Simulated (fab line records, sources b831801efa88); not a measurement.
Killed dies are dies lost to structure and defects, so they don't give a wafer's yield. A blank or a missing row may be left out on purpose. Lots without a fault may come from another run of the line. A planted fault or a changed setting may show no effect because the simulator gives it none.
A struck lot beside a sound one | flow sky130 | 39 steps out of a route of 708
Sound: wafers L893.1, L893.5, L893.6. Struck: wafers L908.3, L908.4, L908.6. The cause comes at the end.
At each step with rows: each side's tool, then ch and its chambers, then its first start. Under that, the readings that differ: sound wafers | struck wafers | difference of the means | sigmas: that difference in standard deviations of wafers without a fault.
alike: readings whose means differ by less than 2 such deviations, and words and numbers that are the same on both sides. not compared: withheld readings, readings that some wafer has no value for, bounds like >300 that may hide the same value, and numbers for which the record gives no deviation and whose values overlap.
The two part at a step that has a row with sigmas, a row that says differs or no value, or rows on one side only. Numbers that don't overlap but have no deviation are shown without sigmas and don't part them. A reading that every wafer of one side lacks parts them only if that side has two wafers or more.

first, 10 steps without rows for these wafers: SKY_GATE_OXIDE_COAT_05 (resist thk 1140 nm); SKY_GATE_OXIDE_SOFTBAKE_06 (time 60 s); SKY_GATE_OXIDE_EXPOSE_07 (exposes mask LVOM, target cd 600 nm); SKY_GATE_OXIDE_PEB_08; SKY_GATE_OXIDE_DEVELOP_09 (develop time 60 s); SKY_GATE_OXIDE_IMPLANT_11; SKY_GATE_OXIDE_WET_ETCH_12 (etches SiO2 in dHF, target depth 16.8 nm, time 336 s); SKY_GATE_OXIDE_STRIP_13 (strips in O2/N2); SKY_GATE_OXIDE_CLEAN_15 (cleans in SC1/SC2, time 150 s); SKY_GATE_OXIDE_OXIDATION_16 (stabilise 600 s, purge 300 s, target thk 3.57 nm).
SKY_POLY_GATE_CVD_00: deposits poly-Si, target thk 180 nm, time 720 s.
  sound on lpcvd-01 ch 0, day 15 10:52; struck on lpcvd-01 ch 0, day 20 22:18
  reading                                       | sound                | struck               | difference | sigmas
  spike_tc_bottom_C (C)                         | 640.8 638.5 642.1    | 618.8 618.4 616.0    | -22.7      | -8
  spike_tc_centre_C (C)                         | 618.7 620.6 618.0    | 595.1 598.0 598.2    | -22.0      | -14
  spike_tc_lower_C (C)                          | 618.6 622.1 620.9    | 597.4 598.2 598.0    | -22.7      | -17
  spike_tc_top_C (C)                            | 639.0 640.5 641.2    | 615.2 616.4 615.6    | -24.5      | -16
  spike_tc_upper_C (C)                          | 620.6 620.1 621.9    | 598.7 597.8 596.3    | -23.3      | -23
  susceptor_temp_C (C)                          | 619.96 619.91 619.67 | 597.38 596.98 597.22 | -22.65     | -84
  zone_power_lower_pct (%)                      | 8.06 7.96 8.06       | 7.40 7.40 7.46       | -0.61      | -7
  zone_power_upper_pct (%)                      | 8.93 9.01 8.98       | 8.33 8.38 8.24       | -0.66      | -2
  model.poly-Si_of_POLY_GATE_CVD_00.thk_nm (nm) | 180.4 182.4 183.2    | 106.7 107.2 107.5    | -74.9      |
  alike: zone_power_top_pct
SKY_POLY_GATE_THK_MEAS_01:
  sound on film_metro-04, day 15 12:04; struck on film_metro-04, day 21 00:07
  reading                   | sound             | struck            | difference | sigmas
  POLY_GATE_CVD_00_THK (nm) | 180.4 182.5 183.3 | 106.7 107.2 107.5 | -74.9      | -44
then, 9 steps without rows for these wafers: SKY_RES_PROTECT_DEHYDRATE_00 (time 60 s); SKY_RES_PROTECT_HMDS_01 (prime time 60 s); SKY_RES_PROTECT_COAT_02 (resist thk 1140 nm); SKY_RES_PROTECT_SOFTBAKE_03 (time 60 s); SKY_RES_PROTECT_EXPOSE_04 (exposes mask RPM, target cd 1270 nm); SKY_RES_PROTECT_PEB_05; SKY_RES_PROTECT_DEVELOP_06 (develop time 60 s); SKY_POLY_GATE_IMPLANT_02; SKY_RES_PROTECT_STRIP_07 (strips in O2/N2).
SKY_RES_PROTECT_CLEAN_09: cleans in SC1/SC2, time 150 s.
  sound on wet_bench-04 ch 1, day 16 15:52; struck on wet_bench-04 ch 3, day 22 06:48
  reading                                       | sound             | struck            | difference | sigmas
  model.poly-Si_of_POLY_GATE_CVD_00.thk_nm (nm) | 179.8 181.7 182.6 | 106.1 106.6 106.8 | -74.9      |
then, 11 steps without rows for these wafers: SKY_POLY_GATE_CVD_03 (deposits Si3N4 from DCS/NH3, target thk 75 nm, time 1290 s); SKY_POLY_GATE_DEHYDRATE_05 (time 60 s); SKY_POLY_GATE_HMDS_06 (prime time 60 s); SKY_POLY_GATE_COAT_07 (resist thk 110 nm); SKY_POLY_GATE_COAT_08 (resist thk 450 nm); SKY_POLY_GATE_SOFTBAKE_09 (time 90 s); SKY_POLY_GATE_EXPOSE_10 (exposes mask P1M, target cd 150 nm); SKY_POLY_GATE_PEB_11; SKY_POLY_GATE_DEVELOP_12 (develop time 60 s); SKY_POLY_GATE_ETCH_15 (etches BARC in N2/H2, stops on SiO2, time 118.5 s, target depth 110 nm); SKY_POLY_GATE_ETCH_16 (etches Si3N4 in CH3F/O2, stops on poly-Si, time 147.5 s, target depth 75 nm).
SKY_POLY_GATE_ETCH_17: etches poly-Si in HBr/Cl2, stops on SiO2, target depth 180 nm, time 70.5 s.
  sound on rie_si-02 ch 0,1, day 17 23:01; struck on rie_si-02 ch 0,1, day 23 14:49
  reading                               | sound             | struck            | difference | sigmas
  oes_product_au (a.u.)                 | 0.990 0.989 0.990 | 0.698 0.703 0.702 | -0.289     | -42
  model.etch.depth_nm (nm)              | 179.8 179 180.3   | 106.1 106.6 106.8 | -73.2      |
  model.POLY_GATE.feature_depth_nm (nm) | 179.8 179 180.3   | 106.1 106.6 106.8 | -73.2      |
  alike: drypump_motor_current_A, rf_fwd_power_W, throttle_valve_pct
  not compared: rf_hours_counter_h
then, 2 steps without rows for these wafers: SKY_POLY_GATE_STRIP_18 (strips in O2/N2); SKY_POLY_GATE_CLEAN_19 (cleans in SC1/SC2, time 150 s).
-- the record jumps here: 12 days lie between the struck wafers' starts before and after (it left off in module POLY_GATE and takes up again in module LI_CONTACT, whose first step shown is number 376 of the route) --
SKY_LI_CONTACT_ETCH_14: etches BARC in N2/H2, stops on SiO2, time 45.9 s, target depth 60 nm.
  sound on rie_diel-04 ch 0,1, day 30 14:03; struck on rie_diel-04 ch 0,1, day 35 13:59
  alike: drypump_motor_current_A, oes_product_au, rf_fwd_power_W, throttle_valve_pct
  not compared: rf_hours_counter_h, model.LI_CONTACT.cd_nm
SKY_LI_CONTACT_ETCH_15: etches PSG in C4F8/O2/Ar, stops on Si, target depth 600 nm.
  sound on rie_diel-04 ch 0,1, day 30 14:05; struck on rie_diel-04 ch 0,1, day 35 14:02
  reading                     | sound             | struck            | difference | sigmas
  model.LI_CONTACT.cd_nm (nm) | 167.1 166.9 168.2 | 166.8 166.3 166.7 | -0.8       |
  alike: oes_product_au, rf_fwd_power_W
-- the record jumps here: 15 days lie between the struck wafers' starts before and after (it left off in module LI_CONTACT and takes up again in module PAD_OPEN, whose first step shown is number 708 of the route) --
SKY_PAD_OPEN_PROBE_99:
  sound on prober-02, day 46 19:32; struck on prober-01, day 50 08:37
  reading                                   | sound             | struck            | difference | sigmas
  model.etest.pfet_01v8.r_on_ohm_um         | 2845 2909 2809    | 3504 3420 3338    | +566       |
  model.etest.res_high_po.line_ohm_um       | 749.3 734.8 743.4 | 1139 1122 1153    | +396       |
  model.etest.tip_p.rs_ohm_sq               | 6724 6720 6743    | 7297 7257 7214    | +527       |
  model.etest.res_poly.line_ohm_um          | 521.3 502.4 523   | 864.9 829 885.2   | +344.1     |
  model.etest.tip_sonos.rs_ohm_sq           | 2662 2636 2631    | 2548 2570 2548    | -88        |
  model.etest.res_high_po.rs_ohm_sq         | 264.1 260.8 259.6 | 394.1 388.9 392.4 | +130.3     |
  model.etest.res_pwde_under_gate.rs_ohm_sq | 6104 6125 6125    | 6485 6447 6488    | +355       |
  model.etest.nfet_01v8_lvt.drive_ua_um     | 571.2 566.8 585   | 659 654.2 663.9   | +85        |
  alike: killed_at_M0_to_M3, killed_at_M4_up, killed_at_contacts, killed_at_front_end, killed_at_other, killed_dies, killed_on_rim, killed_open, killed_short

WHERE THEY PART
First at SKY_POLY_GATE_CVD_00; last, within this record, at SKY_POLY_GATE_ETCH_17. Later steps at which nothing parts them and some readings are alike: SKY_LI_CONTACT_ETCH_14, SKY_LI_CONTACT_ETCH_15, SKY_PAD_OPEN_PROBE_99.

WHY: what the simulator had put in
Process parameter drift: lpcvd-01, from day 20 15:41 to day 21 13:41, at SKY_POLY_GATE_CVD_00. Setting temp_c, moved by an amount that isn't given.
